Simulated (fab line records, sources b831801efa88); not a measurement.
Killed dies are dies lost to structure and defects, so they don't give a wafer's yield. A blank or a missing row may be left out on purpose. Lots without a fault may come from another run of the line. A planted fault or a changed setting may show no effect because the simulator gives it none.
fab line records | flow sky130
record lots=7 wafers=21 last_day=50
route steps=708 shown METAL3@570 VIA3@573 PAD_OPEN@708
lots that met no fault: from a run of the same line without faults
start_h: hours from the record's first day to the start of the lot's first wafer shown | wait_h: hours since the lot's step before | " the same as in the row above | L1.1+2: a row that stands for several wafers | - no value, or no start given | * or withheld: withheld | < > ~ a bound
route shown NAME@n: a module of which the file shows steps, and the number in the route of the first | usual: mean/standard deviation of fault-free wafers | same: alike in all rows | chamber/n: place in a boat | sites: the reading at each site | _std_site: their standard deviation | _edge_site: outer sites' mean less inner sites' | radius_mm: how far each site lies from the wafer's centre | mask NAME#n: copy n | behind: the tool/chamber that last shaped the wafer | hold: why the lot was held/for how many hours/how that ended | device: the transistor (n, p or np) that didn't switch | end of line: the same wafers' tests at the end of the route | a step without rows: its recipe alone | killed: dies lost to structure and defects at the first sort, not the wafer's yield | map: a wafer's dies, x killed, . not, _ none there
set.NAME: the setting as run; set.NAME@STEP: as run at that earlier step | model.NAME: the simulator's own value behind a step, which no gauge read
lots at some steps of the route; a table a step, a row a wafer
services: from which hour (start_h, from the record's first day; less than 0 if before it) a tool's chamber was out of use, for how many hours, and why
## steps
# step SKY_METAL3_STRIP_20
# recipe chemistry=post_etch_residue_remover time_s=1200 temp_c=72.5
# step SKY_METAL3_CLEAN_21
# recipe chemistry=IPA time_s=180 temp_c=25
# step SKY_METAL3_CLEAN_22
# recipe chemistry=O3/DIW dry=n2_spin
# step SKY_VIA3_HDPCVD_00
# recipe material=SiO2 target_thk_nm=1635 sigma_open_frac=0.3 time_s=272.5 temp_c=400 sih4_flow_sccm=60 pressure_mtorr=6
# step SKY_VIA3_THK_MEAS_01
# recipe reads=SiO2_of_VIA3_HDPCVD_00
# usual VIA3_HDPCVD_THK=1630/18
# columns lot.wafer tool chamber start_h wait_h VIA3_HDPCVD_THK[nm]
L156.2 film_metro-01 - 915.69 0.1 1623
L156.3 " - " " 1627
L156.5 " - " " 1648
L167.1 film_metro-02 - 987.23 0.1 1649
L167.3 " - " " 1631
L167.5 " - " " 1636
L169.1 film_metro-01 - 998.31 0.1 1644
L169.2 " - " " 1621
L169.6 " - " " 1646
L173.1 film_metro-01 - 1021.53 0.2 1631
L173.2 " - " " 1614
L173.5 " - " " 1637
L174.4 film_metro-03 - 1028.72 0.1 1617
L174.5 " - " " 1598
L174.6 " - " " 1580
L175.1 film_metro-02 - 1037.14 0.1 1614
L175.2 " - " " 1639
L175.3 " - " " 1633
L179.1 film_metro-02 - 1061.33 0.1 1635
L179.2 " - " " 1636
L179.4 " - " " 1614
# step SKY_VIA3_CMP_02
# recipe material=SiO2 down_force_psi=4 platen_rpm=60 pad_velocity_m_s=0.94248
# usual edge_zone_pressure_frac=1.000/0.0054 motor_current_A=11.6/1.2
# columns lot.wafer tool chamber start_h wait_h edge_zone_pressure_frac motor_current_A
L156.2 cmp-02 0 915.74 0.0 1.002 10.3
L156.3 " 3 " " 1.000 10.4
L156.5 " 1 " " 0.992 10.8
L167.3 cmp-01 0 987.29 0.0 1.004 9.8
L167.1 " 2 " " 0.995 12.7
L167.5 " 1 " " 1.000 13.0
L169.2 cmp-02 3 998.42 0.1 1.005 10.7
L169.1 " 0 " " 1.001 10.6
L169.6 " 2 " " 1.004 13.0
L173.1 cmp-01 2 1021.59 0.1 0.996 12.5
L173.2 " 1 " " 1.005 12.4
L173.5 " 3 " " 0.998 13.3
L174.4 cmp-01 2 1028.80 0.1 0.991 12.7
L174.6 " 1 " " 0.996 12.5
L174.5 " 2 " " 0.999 13.1
L175.1 cmp-01 0 1037.20 0.1 1.004 9.5
L175.2 " 2 " " 1.010 13.0
L175.3 " 3 " " 1.005 13.0
L179.1 cmp-01 3 1061.44 0.1 1.000 13.1
L179.2 " 0 " " 0.996 10.4
L179.4 " 1 " " 1.005 12.5
# step SKY_VIA3_BOW_MEAS_03
# recipe mode=bow
# usual VIA3_BOW=78/8.4
# columns lot.wafer tool chamber start_h wait_h VIA3_BOW[um]
L156.2 film_metro-01 - 916.06 0.3 83
L156.3 " - " " 84
L156.5 " - " " 94
L167.1 film_metro-01 - 987.59 0.1 81
L167.3 " - " " 89
L167.5 " - " " 79
L169.1 film_metro-02 - 998.67 0.1 77
L169.2 " - " " 77
L169.6 " - " " 65
L173.1 film_metro-02 - 1021.89 0.2 54
L173.2 " - " " 74
L173.5 " - " " 71
L174.4 film_metro-02 - 1029.11 0.3 65
L174.5 " - " " 70
L174.6 " - " " 53
L175.1 film_metro-02 - 1037.50 0.2 75
L175.2 " - " " 67
L175.3 " - " " 86
L179.1 film_metro-03 - 1061.74 0.3 85
L179.2 " - " " 85
L179.4 " - " " 70
# step SKY_VIA3_DEHYDRATE_04
# recipe temp_c=200 time_s=60
# step SKY_VIA3_HMDS_05
# recipe prime_time_s=60 prime_temp_c=120
# step SKY_VIA3_COAT_06
# recipe resist=BARC temp_c=withheld time_s=withheld spin_rpm=3000 resist_thk_nm=60
# step SKY_VIA3_COAT_07
# recipe resist=KrF-thick spin_rpm=3000 resist_thk_nm=450
# step SKY_VIA3_SOFTBAKE_08
# recipe temp_c=100 time_s=90 resist=KrF-thick
# step SKY_VIA3_EXPOSE_09
# recipe mask_id=VIM3 na=0.8 source_shape=annular sigma_inner=0.55 sigma_outer=0.85 target_cd_nm=200 dose_mj=38
# usual exposure_dose_mJ_cm2=37.95/0.053
# columns lot.wafer tool chamber start_h wait_h mask exposure_dose_mJ_cm2
L156.2 krf_scanner-01 0 929.06 - VIM3#0 37.88
L156.3 " 0 " " VIM3#0 37.93
L156.5 " 0 " " VIM3#0 37.92
L167.1 krf_scanner-02 0 999.14 - VIM3#0 38.01
L167.3 " 0 " " VIM3#0 38.00
L167.5 " 0 " " VIM3#0 37.96
L169.1 krf_scanner-01 0 1011.12 - VIM3#0 37.88
L169.2 " 0 " " VIM3#0 37.93
L169.6 " 0 " " VIM3#0 37.92
L173.1 krf_scanner-01 0 1033.56 - VIM3#0 39.21
L173.2 " 0 " " VIM3#0 39.21
L173.5 " 0 " " VIM3#0 39.18
L174.4 krf_scanner-01 0 1040.00 - VIM3#0 39.20
L174.5 " 0 " " VIM3#0 39.21
L174.6 " 0 " " VIM3#0 39.20
L175.1 krf_scanner-01 0 1047.96 - VIM3#0 40.19
L175.2 " 0 " " VIM3#0 40.22
L175.3 " 0 " " VIM3#0 40.27
L179.1 krf_scanner-02 0 1071.94 - VIM3#0 38.03
L179.2 " 0 " " VIM3#0 38.01
L179.4 " 0 " " VIM3#0 38.03
# step SKY_VIA3_PEB_10
# recipe peb_temp_c=withheld peb_time_s=withheld resist=KrF-thick
# step SKY_VIA3_DEVELOP_11
# recipe develop_time_s=60 resist=KrF-thick dev_temp_c=21
# step SKY_VIA3_CD_MEAS_12
# recipe target_cd_nm=200
# usual cd_nm=200.0/1.2
# columns lot.wafer tool chamber start_h wait_h cd_nm
L156.2 cd_sem-02 - 940.61 - 201.5
L156.3 " - " " 201.3
L156.5 " - " " 200.3
L167.1 cd_sem-02 - 1011.01 - 198.8
L167.3 " - " " 199.2
L167.5 " - " " 199.7
L169.1 cd_sem-01 - 1022.01 - 199.4
L169.2 " - " " 200.9
L169.6 " - " " 199.6
L173.1 cd_sem-01 - 1043.91 - 144.1
L173.2 " - " " 197.9
L173.5 " - " " 185.6
L174.4 cd_sem-02 - 1051.07 - 189.8
L174.5 " - " " 175.2
L174.6 " - " " 186.8
L175.1 cd_sem-02 - 1058.88 - 141.1
L175.2 " - " " 155.8
L175.3 " - " " 152.1
L179.1 cd_sem-01 - 1082.18 - 198.4
L179.2 " - " " 199.3
L179.4 " - " " 198.9
# step SKY_VIA3_OVL_MEAS_13
# usual VIA3_OVL=2/4.5
# columns lot.wafer tool chamber start_h wait_h VIA3_OVL[nm]
L156.2 overlay-01 - 940.72 0.1 -1
L156.3 " - " " 2
L156.5 " - " " 2
L167.1 overlay-01 - 1011.13 0.1 3
L167.3 " - " " 2
L167.5 " - " " 0
L169.1 overlay-02 - 1022.13 0.1 5
L169.2 " - " " 10
L169.6 " - " " 3
L173.1 overlay-02 - 1044.03 0.1 1
L173.2 " - " " 0
L173.5 " - " " -1
L174.4 overlay-02 - 1051.15 0.1 0
L174.5 " - " " 6
L174.6 " - " " 3
L175.1 overlay-01 - 1059.00 0.1 3
L175.2 " - " " -1
L175.3 " - " " 11
L179.1 overlay-02 - 1082.30 0.1 6
L179.2 " - " " 3
L179.4 " - " " 6
# step SKY_VIA3_ETCH_14
# recipe chemistry=N2/H2 target=BARC ion_energy_ev=200 source_w=500 bias_w=100 pressure_mtorr=30 n2_flow_sccm=100 h2_flow_sccm=200 stop_on=SiO2 time_s=45.9 target_depth_a=600
# usual drypump_motor_current_A=5.8/0.49 oes_product_au=0.855/0.0051 throttle_valve_pct=13.225/0.0083
# same time_s=45.9
# columns lot.wafer tool chamber start_h wait_h drypump_motor_current_A oes_product_au rf_hours_counter_h throttle_valve_pct model.VIA3.cd_nm
L156.2 rie_diel-02 0 940.75 0.0 5.1 0.853 19 13.242 201.9
L156.3 " 2 " " 5.6 0.861 16 13.225 200.8
L156.5 " 2 " " 5.6 0.854 - 13.214 199.9
L167.1 rie_diel-01 2 1011.17 0.0 6.2 0.860 22 13.227 198.7
L167.3 " 0 " " 6.7 0.850 21 13.230 200.3
L167.5 " 1 " " 6.0 0.855 - 13.233 200.9
L169.1 rie_diel-01 0 1022.17 0.0 6.7 0.850 22 13.221 199.8
L169.2 " 3 " " 5.1 0.849 26 13.220 200.6
L169.6 " 1 " " 6.0 0.855 - 13.214 200.2
L173.1 rie_diel-04 0 1044.07 0.0 5.8 0.854 19 13.221 145.4
L173.2 " 1 " " 5.2 0.851 15 13.216 199.4
L173.5 " 1 " " 5.2 0.851 - 13.228 186.6
L174.4 rie_diel-04 0 1051.17 0.0 5.8 0.852 19 13.223 190.7
L174.5 " 2 " " 6.2 0.853 - 13.226 175.5
L174.6 " 1 " " 5.2 0.859 - 13.231 187.3
L175.1 rie_diel-01 3 1059.03 0.0 5.1 0.848 27 13.226 140.5
L175.2 " 1 " " 6.0 0.857 5 13.226 156
L175.3 " 0 " " 6.7 0.854 23 13.210 151.8
L179.1 rie_diel-04 2 1082.33 0.0 6.2 0.850 10 13.219 198.6
L179.2 " 1 " " 5.2 0.851 17 13.230 199.4
L179.4 " 2 " " 6.2 0.855 - 13.232 199.6
# step SKY_VIA3_ETCH_15
# recipe target=SiO2 chemistry=C4F8/O2/Ar target_depth_nm=507 stop_on=TiN mask_material=KrF-thick source_w=1500 bias_w=1200 pressure_mtorr=40 c4f8_flow_sccm=withheld O2_flow_sccm=6 Ar_flow_sccm=300 time_s=78
# usual oes_product_au=0.946/0.0055
# same time_s=78
# columns lot.wafer tool chamber start_h wait_h oes_product_au rf_hours_counter_h model.VIA3.cd_nm
L156.2 rie_diel-02 0 940.79 0.0 0.951 19 205
L156.3 " 2 " " 0.948 16 199.2
L156.5 " 2 " " 0.945 - 198
L167.1 rie_diel-01 2 1011.21 0.0 0.947 22 193.7
L167.3 " 0 " " 0.943 21 203.5
L167.5 " 1 " " 0.948 - 198.2
L169.1 rie_diel-01 0 1022.21 0.0 0.943 22 203.2
L169.2 " 3 " " 0.959 26 200.4
L169.6 " 1 " " 0.958 - 196.6
L173.1 rie_diel-04 0 1044.11 0.0 0.946 19 147.2
L173.2 " 1 " " 0.947 15 201.5
L173.5 " 1 " " 0.950 - 187.2
L174.4 rie_diel-04 0 1051.21 0.0 0.939 19 193.5
L174.5 " 2 " " 0.937 - 174.8
L174.6 " 1 " " 0.948 - 190.4
L175.1 rie_diel-01 3 1059.08 0.0 0.947 27 139.9
L175.2 " 1 " " 0.942 5 152.9
L175.3 " 0 " " 0.950 23 155.5
L179.1 rie_diel-04 2 1082.38 0.0 0.952 10 194.4
L179.2 " 1 " " 0.949 17 198.1
L179.4 " 2 " " 0.943 - 198.3
# step SKY_VIA3_STRIP_16
# recipe chemistry=O2/N2 power_w=1400 pressure_mtorr=1500 platen_temp_c=withheld o2_flow_sccm=3000 n2_flow_sccm=300 overash_fraction=0.5
# usual drypump_motor_current_A=5.5/0.35 oes_product_au=0.402/0.0044 strip_time_to_endpoint_s=4.126/0.026
# columns lot.wafer tool chamber start_h wait_h drypump_motor_current_A oes_product_au rf_hours_counter_h strip_time_to_endpoint_s
L156.2 plasma_asher-03 0 940.85 0.0 5.3 0.404 111 4.119
L156.3 " 0 " " 5.3 0.406 - 4.070
L156.5 " 1 " " 6.2 0.405 - 4.101
L167.1 plasma_asher-02 0 1011.27 0.0 5.2 0.400 59 4.113
L167.3 " 0 " " 5.2 0.404 - 4.166
L167.5 " 1 " " 5.9 0.397 - 4.119
L169.1 plasma_asher-03 0 1022.27 0.0 5.3 0.397 119 4.167
L169.2 " 1 " " 6.2 0.400 119 4.152
L169.6 " 0 " " 5.3 0.403 - 4.165
L173.1 plasma_asher-03 0 1044.17 0.0 5.3 0.393 121 4.143
L173.2 " 1 " " 6.2 0.405 121 4.171
L173.5 " 1 " " 6.2 0.402 - 4.168
L174.4 plasma_asher-01 1 1051.31 0.1 5.3 0.402 - 4.125
L174.5 " 0 " " 5.4 0.401 - 4.165
L174.6 " 1 " " 5.3 0.403 - 4.155
L175.1 plasma_asher-01 0 1059.14 0.0 5.4 0.403 30 4.139
L175.2 " 1 " " 5.3 0.405 30 4.127
L175.3 " 0 " " 5.4 0.404 - 4.131
L179.1 plasma_asher-02 0 1082.44 0.0 5.2 0.409 67 4.164
L179.2 " 1 " " 5.9 0.407 67 4.168
L179.4 " 0 " " 5.2 0.405 - 4.170
# step SKY_PAD_OPEN_PROBE_99
# usual killed_at_M0_to_M3=44/7.3 killed_at_M4_up=3.4/1.8 killed_at_contacts=24/5.8 killed_at_front_end=15/4.9 killed_at_other=0.4/0.63 killed_dies=86/11 killed_on_rim=17/3.8 killed_open=47/8 killed_short=39/6.5
# same gross_dies=492 killed_at_back_side=0
# columns lot.wafer tool chamber start_h wait_h killed_at_M0_to_M3 killed_at_M4_up killed_at_contacts killed_at_front_end killed_at_other killed_dies killed_on_rim killed_open killed_short
L156.2 prober-01 - 1084.36 0.1 57 1 19 21 2 100 18 60 38
L156.3 prober-01 - 1084.41 0.2 43 2 17 17 1 80 16 46 33
L156.5 prober-01 - 1084.51 0.2 50 2 25 7 0 84 18 43 40
L167.1 prober-02 - 1145.21 0.1 48 6 31 17 0 102 21 51 50
L167.3 prober-02 - 1145.31 0.2 57 4 23 18 0 102 18 47 55
L167.5 prober-02 - 1145.41 0.2 45 2 25 15 0 87 14 48 38
L169.1 prober-02 - 1154.67 0.1 42 1 37 14 0 94 18 59 35
L169.2 prober-02 - 1154.72 0.1 45 6 29 21 1 102 24 54 45
L169.6 prober-02 - 1154.92 0.2 40 5 36 17 0 98 19 53 45
L173.1 prober-01 - 1170.89 0.1 459 1 18 14 0 492 96 39 39
L173.2 prober-01 - 1170.94 0.1 45 2 26 16 1 90 13 47 43
L173.5 prober-01 - 1171.09 0.2 41 4 19 20 0 84 15 49 35
L174.4 prober-01 - 1177.50 0.2 37 3 27 17 0 84 13 61 22
L174.5 prober-01 - 1177.55 0.2 58 4 42 13 0 117 22 59 35
L174.6 prober-01 - 1177.60 0.2 49 1 27 16 0 93 18 47 45
L175.1 prober-02 - 1182.31 0.1 450 3 16 23 0 492 96 41 38
L175.2 prober-02 - 1182.36 0.1 440 5 19 18 1 483 94 51 37
L175.3 prober-02 - 1182.41 0.2 434 4 13 16 0 467 82 33 35
L179.1 prober-01 - 1200.56 0.1 34 5 27 19 0 85 15 39 46
L179.2 prober-01 - 1200.61 0.1 33 3 24 14 0 74 15 38 36
L179.4 prober-01 - 1200.71 0.2 49 2 28 12 0 91 12 50 41
# killed by level:class
L156.2 VIA1:geometric_particle:open=11 CONTACT:geometric_particle:open=11 VIA3:geometric_particle:open=11 POLY_GATE:geometric_particle:short=6 VIA1:geometric_particle:short=6 VIA2:geometric_particle:open=6 POLY_GATE:geometric_particle:open=5 METAL1:geometric_particle:open=5
L156.3 VIA2:geometric_particle:open=9 VIA1:geometric_particle:open=9 LI_CONTACT:geometric_particle:open=8 METAL2:geometric_particle:short=5 POLY_GATE:geometric_particle:short=4 FIELD_ISO:geometric_particle:open=4 METAL1:geometric_particle:short=4 VIA1:geometric_particle:short=4
L156.5 VIA1:geometric_particle:open=10 CONTACT:geometric_particle:open=9 VIA2:geometric_particle:open=8 VIA2:geometric_particle:short=6 METAL1:geometric_particle:short=6 VIA3:geometric_particle:open=6 LI_CONTACT:geometric_particle:open=5 METAL2:geometric_particle:short=5
L167.1 CONTACT:geometric_particle:open=12 VIA1:geometric_particle:open=9 LI_CONTACT:geometric_particle:open=8 METAL2:geometric_particle:short=8 LOCAL_INTERCONNECT:geometric_particle:short=6 VIA2:geometric_particle:short=6 VIA1:geometric_particle:short=6 VIA2:geometric_particle:open=6
L167.3 METAL2:geometric_particle:short=12 CONTACT:geometric_particle:open=9 VIA1:geometric_particle:open=9 FIELD_ISO:geometric_particle:open=6 METAL1:geometric_particle:short=6 VIA2:geometric_particle:open=6 VIA3:geometric_particle:open=6 VIA1:geometric_particle:short=5
L167.5 CONTACT:geometric_particle:open=12 VIA1:geometric_particle:short=10 VIA1:geometric_particle:open=10 LI_CONTACT:geometric_particle:open=7 FIELD_ISO:geometric_particle:open=5 FIELD_ISO:geometric_particle:short=4 CONTACT:geometric_particle:short=4 VIA3:geometric_particle:short=4
L169.1 CONTACT:geometric_particle:open=15 METAL2:geometric_particle:short=9 LI_CONTACT:geometric_particle:open=8 VIA1:geometric_particle:open=8 VIA2:geometric_particle:open=8 CONTACT:geometric_particle:short=6 VIA2:geometric_particle:short=5 FIELD_ISO:geometric_particle:open=4
L169.2 VIA1:geometric_particle:open=11 CONTACT:geometric_particle:open=8 CONTACT:geometric_particle:short=8 LI_CONTACT:geometric_particle:open=7 METAL2:geometric_particle:short=6 VIA1:geometric_particle:short=6 VIA3:geometric_particle:open=6 FIELD_ISO:geometric_particle:open=5
L169.6 CONTACT:geometric_particle:open=12 VIA1:geometric_particle:open=12 LOCAL_INTERCONNECT:geometric_particle:short=9 VIA1:geometric_particle:short=9 VIA3:geometric_particle:open=7 LI_CONTACT:geometric_particle:open=7 FIELD_ISO:geometric_particle:open=4 FIELD_ISO:geometric_particle:short=4
L173.1 VIA3:area_expose=414 VIA1:geometric_particle:open=8 VIA2:geometric_particle:open=7 FIELD_ISO:geometric_particle:short=6 VIA1:geometric_particle:short=6 METAL1:geometric_particle:short=6 FIELD_ISO:geometric_particle:open=5 LI_CONTACT:geometric_particle:open=4
L173.2 VIA1:geometric_particle:open=13 LOCAL_INTERCONNECT:geometric_particle:short=8 CONTACT:geometric_particle:open=6 VIA3:geometric_particle:short=6 VIA2:geometric_particle:open=6 VIA1:geometric_particle:short=5 POLY_GATE:geometric_particle:open=4 LI_CONTACT:geometric_particle:open=4
L173.5 VIA3:geometric_particle:open=10 CONTACT:geometric_particle:open=9 VIA1:geometric_particle:open=9 FIELD_ISO:geometric_particle:open=7 FIELD_ISO:geometric_particle:short=5 METAL1:geometric_particle:short=5 LI_CONTACT:geometric_particle:open=4 METAL2:geometric_particle:short=4
L174.4 CONTACT:geometric_particle:open=13 VIA3:geometric_particle:open=10 VIA1:geometric_particle:open=10 LI_CONTACT:geometric_particle:open=8 FIELD_ISO:geometric_particle:open=6 VIA2:geometric_particle:open=6 POLY_GATE:geometric_particle:open=4 POLY_GATE:geometric_particle:short=3
L174.5 VIA3:area_expose=22 LI_CONTACT:geometric_particle:open=14 CONTACT:geometric_particle:open=12 VIA1:geometric_particle:open=7 METAL1:geometric_particle:short=7 VIA2:geometric_particle:open=7 FIELD_ISO:geometric_particle:open=6 LOCAL_INTERCONNECT:geometric_particle:short=6
L174.6 LI_CONTACT:geometric_particle:open=9 VIA2:geometric_particle:open=9 VIA1:geometric_particle:open=9 VIA1:geometric_particle:short=8 CONTACT:geometric_particle:open=7 METAL1:geometric_particle:short=7 FIELD_ISO:geometric_particle:short=6 METAL2:geometric_particle:short=6
L175.1 VIA3:area_expose=413 POLY_GATE:geometric_particle:short=9 VIA1:geometric_particle:open=8 CONTACT:geometric_particle:open=7 FIELD_ISO:geometric_particle:open=5 FIELD_ISO:geometric_particle:short=5 METAL1:geometric_particle:short=5 VIA3:geometric_particle:open=5
L175.2 VIA3:area_expose=395 VIA1:geometric_particle:open=13 CONTACT:geometric_particle:open=10 POLY_GATE:geometric_particle:open=6 VIA1:geometric_particle:short=6 METAL1:geometric_particle:short=5 VIA2:geometric_particle:open=5 VIA3:geometric_particle:open=5
L175.3 VIA3:area_expose=399 METAL1:geometric_particle:short=8 VIA1:geometric_particle:short=6 CONTACT:geometric_particle:open=5 VIA2:geometric_particle:open=5 FIELD_ISO:geometric_particle:open=4 POLY_GATE:geometric_particle:open=4 VIA1:geometric_particle:open=4
L179.1 LOCAL_INTERCONNECT:geometric_particle:short=8 VIA1:geometric_particle:open=7 CONTACT:geometric_particle:open=7 METAL1:geometric_particle:short=7 FIELD_ISO:geometric_particle:short=5 FIELD_ISO:geometric_particle:open=5 LI_CONTACT:geometric_particle:open=5 VIA1:geometric_particle:short=4
L179.2 METAL1:geometric_particle:short=9 LI_CONTACT:geometric_particle:open=8 CONTACT:geometric_particle:open=7 VIA1:geometric_particle:open=6 CONTACT:geometric_particle:short=5 FIELD_ISO:geometric_particle:open=4 FIELD_ISO:geometric_particle:short=3 SPACER:geometric_particle:open=3
L179.4 VIA1:geometric_particle:open=11 LI_CONTACT:geometric_particle:open=10 CONTACT:geometric_particle:open=9 VIA2:geometric_particle:open=7 VIA2:geometric_particle:short=6 VIA3:geometric_particle:short=6 VIA1:geometric_particle:short=5 LOCAL_INTERCONNECT:geometric_particle:short=4
# map L173.1 (x killed, . not)
__________xxxxxxxxxx_________
________xxxxxxxxxxxxxx_______
______xxxxxxxxxxxxxxxxxx_____
_____xxxxxxxxxxxxxxxxxxxx____
____xxxxxxxxxxxxxxxxxxxxxx___
___xxxxxxxxxxxxxxxxxxxxxxxx__
__xxxxxxxxxxxxxxxxxxxxxxxxxx_
_xxxxxxxxxxxxxxxxxxxxxxxxxxxx
_xxxxxxxxxxxxxxxxxxxxxxxxxxxx
_xxxxxxxxxxxxxxxxxxxxxxxxxxxx
_xxxxxxxxxxxxxxxxxxxxxxxxxxxx
_xxxxxxxxxxxxxxxxxxxxxxxxxxxx
_xxxxxxxxxxxxxxxxxxxxxxxxxxxx
_xxxxxxxxxxxxxxxxxxxxxxxxxxxx
_xxxxxxxxxxxxxxxxxxxxxxxxxxxx
__xxxxxxxxxxxxxxxxxxxxxxxxxx_
___xxxxxxxxxxxxxxxxxxxxxxxx__
____xxxxxxxxxxxxxxxxxxxxxx___
_____xxxxxxxxxxxxxxxxxxxx____
______xxxxxxxxxxxxxxxxxx_____
________xxxxxxxxxxxxxx_______
__________xxxxxxxxxx_________
# map L174.5 (x killed, . not)
__________..x......._________
________.x.x.........._______
______...x.....xx...x..._____
_____xx......x........x..____
____x..x.x..xx.x......x...___
___.xx....x.......x........__
__.x.....xx..x.x..x........._
_x..x........................
_...x....x...x.x...........x.
_...xxxxx.xx..x..xx..........
_xx..x.......x.x.xx..........
_.....x...x.x..x....x......x.
_x.x..xxxx.x...xx.xx.........
_.xx..x..x.x.x....x.........x
_....x.x......xx.............
__.x...x.......x.xx..x..x..._
___xx..xx...x.....x...x....__
____x..x.....xx..x........___
_____x.....x........x.x..____
______.xx...x.x..x.x.x.._____
________x..x.x..x....._______
__________...xx....._________
## services
# columns tool chamber start_h hours kind
krf_scanner-02 - 894.83 0.8 pm
plasma_asher-01 - 899.61 5.7 repair
rie_diel-01 3 910.74 1.6 repair
cmp-01 - 913.57 4.0 pm
krf_scanner-01 - 915.76 1.0 pm
krf_scanner-02 - 919.60 1.0 pm
cmp-02 - 923.44 11.8 repair
krf_scanner-01 - 950.76 0.8 pm
cmp-02 - 967.84 20.3 repair
rie_diel-02 3 969.25 22.4 repair
krf_scanner-02 - 971.49 1.3 pm
krf_scanner-01 - 975.21 1.3 pm
krf_scanner-02 - 977.74 1.3 repair
cmp-01 - 992.94 3.9 pm
krf_scanner-01 - 1017.75 3.4 repair
rie_diel-01 3 1026.02 4.9 repair
rie_diel-02 1 1027.32 4.2 repair
krf_scanner-01 - 1049.14 3.6 pm
rie_diel-02 - 1052.68 14.6 pm
plasma_asher-03 - 1055.25 9.0 pm
cmp-02 - 1056.39 1.4 repair
rie_diel-04 - 1060.45 0.4 repair
rie_diel-01 0 1066.77 13.1 repair
rie_diel-04 3 1081.50 2.5 repair
## key
first_sign step=SKY_VIA3_EXPOSE_09 reading=exposure_dose_mJ_cm2 direction=up sigmas=30 usual=* struck=*
effect step=SKY_VIA3_CD_MEAS_12 reading=cd_nm direction=down sigmas=25 usual=200.0 struck=169.8 wafers_moved=8 through=control_loop
effect step=SKY_PAD_OPEN_PROBE_99 reading=killed_at_M0_to_M3 direction=up sigmas=25 usual=44 struck=224 wafers_moved=5
model_effect step=SKY_VIA3_ETCH_14 value=VIA3.cd_nm without=200.8 struck=170.4
model_effect step=SKY_VIA3_ETCH_15 value=VIA3.cd_nm without=201.9 struck=171.4
more_kills_born_at SKY_VIA3_EXPOSE_09@krf_scanner-01=1643
met_at SKY_VIA3_EXPOSE_09
struck_wafers L173.1,L173.2,L173.5,L174.4,L174.5,L174.6,L175.1,L175.2,L175.3
later_rows_left_out L173.1,L175.1,L175.2,L175.3
tester_left_out L173,L175
loop_trim step=SKY_VIA3_EXPOSE_09 setting=dose lots=L173,L174,L175
onset_between 1011.12 1033.56
earlier_fault kind=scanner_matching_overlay tool=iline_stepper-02 chamber=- onset_h=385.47 steps=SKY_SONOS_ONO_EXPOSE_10 offset=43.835
earlier_fault kind=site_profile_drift tool=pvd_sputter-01 chamber=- onset_h=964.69 steps=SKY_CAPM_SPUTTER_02 basis=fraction max_abs_drift=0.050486 slope_share_per_hr=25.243 site_pattern=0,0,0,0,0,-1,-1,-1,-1
fault kind=process_parameter_drift tool=krf_scanner-01 chamber=- onset_h=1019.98 steps=SKY_VIA3_EXPOSE_09 channel=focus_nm offset=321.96 spread_by_wafer=0.3 shape=step
# tester_left_out: of these lots the tester's yield and bins aren't shown, on N5 and GAA mostly nor the transistor test; their killed dies are dies lost to structure and defects alone, not to doping, threshold or leakage, so they don't give the yield
# later_rows_left_out: the simulator's readings of these wafers behind a module that went badly wrong aren't trusted and aren't shown, but for the sort
# loop_trim: a control loop set the setting to another value than it would have without faults
